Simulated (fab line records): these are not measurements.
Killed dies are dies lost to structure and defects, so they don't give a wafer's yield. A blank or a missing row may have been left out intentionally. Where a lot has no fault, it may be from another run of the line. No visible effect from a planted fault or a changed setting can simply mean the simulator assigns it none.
Which tool is to blame? | flow sky130 | Sampling: 15 lots, 45 wafers, 5 of 708 route steps

== WHAT THE GAUGES READ, wafer by wafer ==
SKY_METAL1_RS_MEAS_05: measurement is done with a four-point probe. Usual: METAL1_ALCU_RS 0.1269 ohm/sq, standard deviation 0.0011.
lot  | measured     | on            | METAL1_ALCU_RS (ohm/sq) | flag
L156 | day 31 09:41 | film_metro-03 | 0.1278 0.1263 0.1271    |
L157 | day 31 13:11 | film_metro-03 | 0.1257 0.1268 0.1247    |
L158 | day 32 00:37 | film_metro-01 | 0.1256 0.1239 0.1259    |
L159 | day 32 16:59 | film_metro-01 | 0.1262 0.1271 0.1268    |
L160 | day 32 21:28 | film_metro-04 | 0.1275 0.1268 0.1267    |
L161 | day 33 03:13 | film_metro-03 | 0.1253 0.1251 0.1255    |
L162 | day 33 14:04 | film_metro-03 | 0.1282 0.1271 0.1285    |
L163 | day 33 22:57 | film_metro-01 | 0.1257 0.1268 0.1271    |
L164 | day 34 06:10 | film_metro-04 | 0.1270 0.1271 0.1273    |
L165 | day 34 09:56 | film_metro-04 | 0.1249 0.1262 0.1252    |
L166 | day 34 21:41 | film_metro-01 | 0.1273 0.1262 0.1255    |
L167 | day 35 04:50 | film_metro-03 | 0.1275 0.1277 0.1279    |
L171 | day 36 14:11 | film_metro-01 | 0.1261 0.1262 0.1266    |
L173 | day 37 02:10 | film_metro-04 | 0.1259 0.1271 0.1252    |
L174 | day 37 17:11 | film_metro-04 | 0.1274 0.1276 0.1270    |

SKY_VIA1_THK_MEAS_01. Usual: VIA1_HDPCVD_THK 1032 nm, standard deviation 9.1.
lot  | measured     | on            | VIA1_HDPCVD_THK (nm) | flag
L156 | day 32 14:20 | film_metro-02 | 1022 1017 1030       |
L157 | day 32 17:10 | film_metro-04 | 1033 1037 1031       |
L158 | day 33 04:41 | film_metro-03 | 1029 1030 1038       |
L159 | day 33 19:50 | film_metro-03 | 1039 1044 1039       |
L160 | day 34 00:44 | film_metro-03 | 1028 1028 1034       |
L161 | day 34 06:22 | film_metro-02 | 1031 1022 1040       |
L162 | day 34 17:45 | film_metro-03 | 1028 1023 1016       |
L163 | day 35 03:03 | film_metro-02 | 1027 1030 1027       |
L164 | day 35 09:53 | film_metro-04 | 1041 1029 1024       |
L165 | day 35 13:46 | film_metro-04 | 1041 1025 1033       |
L166 | day 36 00:53 | film_metro-02 | 1037 1036 1033       |
L167 | day 36 07:44 | film_metro-03 | 1025 1031 1027       |
L171 | day 37 17:26 | film_metro-02 | 1033 1040 759        | OFF
L173 | day 38 05:00 | film_metro-02 | 1045 787 776         | OFF
L174 | day 38 19:33 | film_metro-02 | 1042 1034 765        | OFF

== TOOL THAT RAN EACH LOT (tool first, then ch and the chambers of the sampled wafers, then the start) ==
lot  | SKY_CONTACT_SPUTTER_23       | SKY_METAL1_SPUTTER_02        | SKY_VIA1_HDPCVD_00
L156 | pvd_sputter-03, day 31 08:54 | pvd_sputter-01, day 31 09:36 | hdpcvd-01 ch 0,2, day 32 14:14
L157 | pvd_sputter-04, day 31 12:23 | pvd_sputter-03, day 31 13:05 | hdpcvd-02 ch 0,1, day 32 17:02
L158 | pvd_sputter-04, day 31 23:49 | pvd_sputter-02, day 32 00:31 | hdpcvd-02 ch 1,2, day 33 04:31
L159 | pvd_sputter-03, day 32 16:10 | pvd_sputter-01, day 32 16:52 | hdpcvd-02 ch 1,2, day 33 19:39
L160 | pvd_sputter-03, day 32 20:40 | pvd_sputter-02, day 32 21:22 | hdpcvd-02 ch 0,2, day 34 00:38
L161 | pvd_sputter-02, day 33 02:26 | pvd_sputter-03, day 33 03:08 | hdpcvd-01 ch 0,1, day 34 06:16
L162 | pvd_sputter-04, day 33 13:14 | pvd_sputter-02, day 33 13:56 | hdpcvd-02 ch 0,1,2, day 34 17:37
L163 | pvd_sputter-03, day 33 22:07 | pvd_sputter-02, day 33 22:49 | hdpcvd-01 ch 0,1,2, day 35 02:55
L164 | pvd_sputter-02, day 34 05:23 | pvd_sputter-03, day 34 06:04 | hdpcvd-01 ch 0,2, day 35 09:46
L165 | pvd_sputter-02, day 34 09:08 | pvd_sputter-03, day 34 09:50 | hdpcvd-01 ch 1,2, day 35 13:38
L166 | pvd_sputter-03, day 34 20:54 | pvd_sputter-01, day 34 21:36 | hdpcvd-02 ch 0,1,2, day 36 00:47
L167 | pvd_sputter-03, day 35 04:01 | pvd_sputter-01, day 35 04:43 | hdpcvd-02 ch 0,1, day 36 07:37
L171 | pvd_sputter-03, day 36 13:23 | pvd_sputter-02, day 36 14:04 | hdpcvd-02 ch 0,1,2, day 37 17:19
L173 | pvd_sputter-03, day 37 01:19 | pvd_sputter-01, day 37 02:01 | hdpcvd-02 ch 0,1,2, day 38 04:55
L174 | pvd_sputter-03, day 37 16:23 | pvd_sputter-01, day 37 17:05 | hdpcvd-02 ch 0,1,2, day 38 19:26
- SKY_CONTACT_SPUTTER_23: material TiN, target thk 20 nm, time 80 s.
- SKY_METAL1_SPUTTER_02: material AlCu, target thk 250 nm, time 13.3 s.
- SKY_VIA1_HDPCVD_00: deposits SiO2, target thk 1030 nm, time 171.7 s.

== AS READ BY THE TOOLS THEMSELVES (means over the sampled wafers that have a number; for cases with no such wafer, the mark the record gives instead) ==
SKY_CONTACT_SPUTTER_23. Usual: throttle_valve_pct 30.5 %, standard deviation 0.68.
lot  | tool           | throttle_valve_pct (%) | flag
L156 | pvd_sputter-03 | 30.7                   |
L157 | pvd_sputter-04 | 29.5                   |
L158 | pvd_sputter-04 | 30.7                   |
L159 | pvd_sputter-03 | 30.5                   |
L160 | pvd_sputter-03 | 30.6                   |
L161 | pvd_sputter-02 | 29.9                   |
L162 | pvd_sputter-04 | 30.0                   |
L163 | pvd_sputter-03 | 30.6                   |
L164 | pvd_sputter-02 | 29.8                   |
L165 | pvd_sputter-02 | 30.0                   |
L166 | pvd_sputter-03 | 30.6                   |
L167 | pvd_sputter-03 | 30.6                   |
L171 | pvd_sputter-03 | 30.6                   |
L173 | pvd_sputter-03 | 30.6                   |
L174 | pvd_sputter-03 | 30.7                   |

SKY_METAL1_SPUTTER_02. Usual: throttle_valve_pct 30.1 %, standard deviation 0.53.
lot  | tool           | throttle_valve_pct (%) | flag
L156 | pvd_sputter-01 | 30.2                   |
L157 | pvd_sputter-03 | 30.6                   |
L158 | pvd_sputter-02 | 30.1                   |
L159 | pvd_sputter-01 | 30.1                   |
L160 | pvd_sputter-02 | 29.9                   |
L161 | pvd_sputter-03 | 30.8                   |
L162 | pvd_sputter-02 | 29.5                   |
L163 | pvd_sputter-02 | 29.8                   |
L164 | pvd_sputter-03 | 31.0                   |
L165 | pvd_sputter-03 | 30.7                   |
L166 | pvd_sputter-01 | 30.2                   |
L167 | pvd_sputter-01 | 30.2                   |
L171 | pvd_sputter-02 | 29.7                   |
L173 | pvd_sputter-01 | 29.5                   |
L174 | pvd_sputter-01 | 29.8                   |

== THE ANSWER, worked out from the rows above alone ==
Rule: lot off if the mean of its wafers having a number is beyond 3 standard deviations from the usual mean. A lot without any number at a reading at which 4 lots or more have one is off too. Where the step has rows for the other lots, those lots are counted as sound. Order of review: gauges by route order, followed by the tools' own readings, for which a lot's mean as printed above is used. The first step at which some lot is off is used, and at that step the reading that is off furthest; a lot without a number counts as furthest.
Off: L171, L173, L174, seen at SKY_VIA1_THK_MEAS_01 (VIA1_HDPCVD_THK).
If a tool, at a process step before that reading, ran all the lots that are off and no sound lot after the first of them, it fits. Those tools and the gauges at SKY_VIA1_THK_MEAS_01 are tried in the same way. Can't be told from this: 3 tools fit, pvd_sputter-03 at SKY_CONTACT_SPUTTER_23, hdpcvd-02 at SKY_VIA1_HDPCVD_00, film_metro-02 at SKY_VIA1_THK_MEAS_01.

== WHAT HAD BEEN PUT IN BY THE SIMULATOR ==
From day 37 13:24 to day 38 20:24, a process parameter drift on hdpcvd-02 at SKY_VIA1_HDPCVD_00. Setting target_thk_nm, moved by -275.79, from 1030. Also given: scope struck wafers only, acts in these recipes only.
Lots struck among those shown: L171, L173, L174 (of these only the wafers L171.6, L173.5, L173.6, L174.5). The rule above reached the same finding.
